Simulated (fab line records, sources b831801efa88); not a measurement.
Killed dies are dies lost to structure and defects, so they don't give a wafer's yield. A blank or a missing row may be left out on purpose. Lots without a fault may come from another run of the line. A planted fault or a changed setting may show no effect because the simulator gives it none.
Chamber matching | flow gf180mcu | GF_CONTACT_CMP_27 on cmp-01: 4 sister chambers
The step polishes, stops on SiO2, t overpolish 15 s, target thk 0 nm. 14 wafers are shown with their chamber, then 7 later ones without.

WAFERS WITH THEIR CHAMBER
wafer  | chamber | motor_current_A (A) | time_to_endpoint_s (s) | overpolish_run_s (s)
L979.3 | 3       | 11.9                | 68.6                   | 15.011
L979.5 | 0       | 10.2                | 72.3                   | 15.002
L979.6 | 3       | 11.5                | 69.0                   | 14.995
L982.1 | 1       | 10.8                | 72.2                   | 14.988
L982.3 | 0       | 10.2                | 77.1                   | 15.007
L982.6 | 0       | 10.4                | 75.7                   | 14.984
L987.1 | 3       | 11.8                | 71.9                   | 14.994
L987.5 | 0       | 10.1                | 73.6                   | 15.004
L987.6 | 3       | 11.1                | 69.9                   | 14.981
L991.1 | 0       | 10.0                | 70.9                   | 14.990
L991.3 | 1       | 10.6                | 69.7                   | 15.005
L991.4 | 2       | 10.6                | 69.5                   | 14.993
L995.2 | 3       | 11.6                | 70.6                   | 15.011
L995.4 | 0       | 10.8                | 70.3                   | 14.990

SIGNATURES (means of the wafers above)
reading            | chamber 0 | chamber 1 | chamber 2 | chamber 3 | scatter within a chamber
motor_current_A    | 10.283    | 10.700    | 10.600    | 11.580    | 0.286
time_to_endpoint_s | 73.317    | 70.950    | 69.500    | 70.000    | 2.15
overpolish_run_s   | 14.99617  | 14.99650  | 14.99300  | 14.99840  | 0.0111
Rule: a wafer's distance from a chamber is the root of the sum, over the readings, of the square of ((its reading less the chamber's mean) divided by the reading's scatter). The wafer belongs to the nearest chamber; if the next one is less than 2 further off, it can't be placed. The scatter: the root of (the sum of the squares of (reading less its chamber's mean) over the shown wafers, divided by (wafers less chambers)).

WAFERS WITHOUT THEIR CHAMBER
wafer  | motor_current_A (A) | time_to_endpoint_s (s) | overpolish_run_s (s)
L995.5 | 10.7                | 72.6                   | 14.998
L997.1 | 9.9                 | 69.6                   | 14.992
L997.3 | 11.0                | 68.4                   | 14.981
L997.4 | 12.4                | 69.7                   | 14.998
L101.2 | 10.4                | 70.4                   | 14.996
L101.4 | 10.4                | 70.2                   | 15.014
L101.5 | 11.2                | 71.0                   | 14.992

WHICH CHAMBER EACH WENT THROUGH
wafer  | from the rows above               | in truth
L995.5 | can't be placed: 1 or 0 or 2      | 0
L997.1 | can't be placed: 0 or 2 or 1      | 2
L997.3 | can't be placed: 2 or 1 or 3 or 0 | 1
L997.4 | 3                                 | 3
L101.2 | can't be placed: 2 or 1 or 0      | 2
L101.4 | can't be placed: 1 or 2 or 0      | 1
L101.5 | can't be placed: 3 or 1 or 2 or 0 | 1
Placed correctly: 1 of 7. Can't be placed from these rows: 6 (the true chamber is among the candidates in 6). Placed wrongly: 0.
